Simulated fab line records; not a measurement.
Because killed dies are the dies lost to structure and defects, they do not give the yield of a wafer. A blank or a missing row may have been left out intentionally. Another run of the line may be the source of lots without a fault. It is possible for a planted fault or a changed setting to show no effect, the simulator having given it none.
A single fault, viewed from 2 desks | flow sky130 | each desk has only its own numbers; what lay behind them comes last

## AT THE TOOL OWNER'S DESK: iline stepper-01
The tool's own readings at SKY_SONOS_TUNNEL_EXPOSE_04 (exposes mask TUNM, target cd 410 nm): means of the sampled wafers that have a number, for each lot that ran on this tool. Any lot whose mean is over 4 standard deviations away from the usual mean is out of limits and marked OUT; that distance is given in the brackets.
Columns: A = exposure dose mJ cm2 at SKY_SONOS_TUNNEL_EXPOSE_04, usual 136.03
lot  | first seen here | A
L675 | day 12 13:35    | 136.03
L678 | day 12 22:31    | 136.14
L679 | day 13 17:23    | 136.16
L683 | day 15 02:34    | 136.00
L684 | day 15 02:55    | 136.06
L688 | day 16 08:29    | 102.97 (-99 or more) OUT
L690 | day 17 09:58    | 109.57 (-99 or more) OUT
This desk's verdict: out of limits on L688, L690, starting with L688 at day 16 08:29 (exposure dose mJ cm2 at SKY_SONOS_TUNNEL_EXPOSE_04). L675, L678, L679, L683, L684 stayed within limits.

## METROLOGY DESK
What the gauges read, lot by lot, whatever tool the lot ran on: means of the sampled wafers that have a number. Any lot whose mean is over 4 standard deviations away from the usual mean is out of limits and marked OUT; that distance is given in the brackets.
Columns: A = cd nm at SKY_SONOS_TUNNEL_CD_MEAS_07, usual 409.9 nm
lot  | first seen here | A
L674 | day 12 07:03    | 409.9
L675 | day 13 01:22    | 408.9
L678 | day 13 11:28    | 413.0
L679 | day 14 06:25    | 410.3
L682 | day 14 12:20    | 409.4
L683 | day 15 16:26    | 406.1
L684 | day 15 16:31    | 411.1
L685 | day 15 18:44    | 409.1
L688 | day 16 22:44    | 329.4 (-38) OUT
L690 | day 18 00:19    | 347.6 (-30) OUT
L694 | day 19 14:15    | 413.4
This desk's verdict: out of limits on L688, L690, starting with L688 at day 16 22:44 (cd nm at SKY_SONOS_TUNNEL_CD_MEAS_07). L674, L675, L678, L679, L682, L683, L684, L685, L694 stayed within limits.

## BROUGHT TOGETHER
The tool owner's desk could have raised an alarm at day 16 08:29, on L688, L690.
L688, L690 would have let the metrology desk raise an alarm at day 16 22:44.
Every lot named ran SKY_SONOS_TUNNEL_EXPOSE_04 on iline stepper-01.

## WHAT THE SIMULATOR PUT IN
Drift in process parameters on iline stepper-01 at SKY_SONOS_TUNNEL_EXPOSE_04, starting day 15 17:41. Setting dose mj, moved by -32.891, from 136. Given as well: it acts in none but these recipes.
Shown lots that were struck: L688, L690.
Delay (hours) between the fault's onset and each desk's first out-of-limits reading: 15 at the tool owner's desk, 29 at the metrology desk.
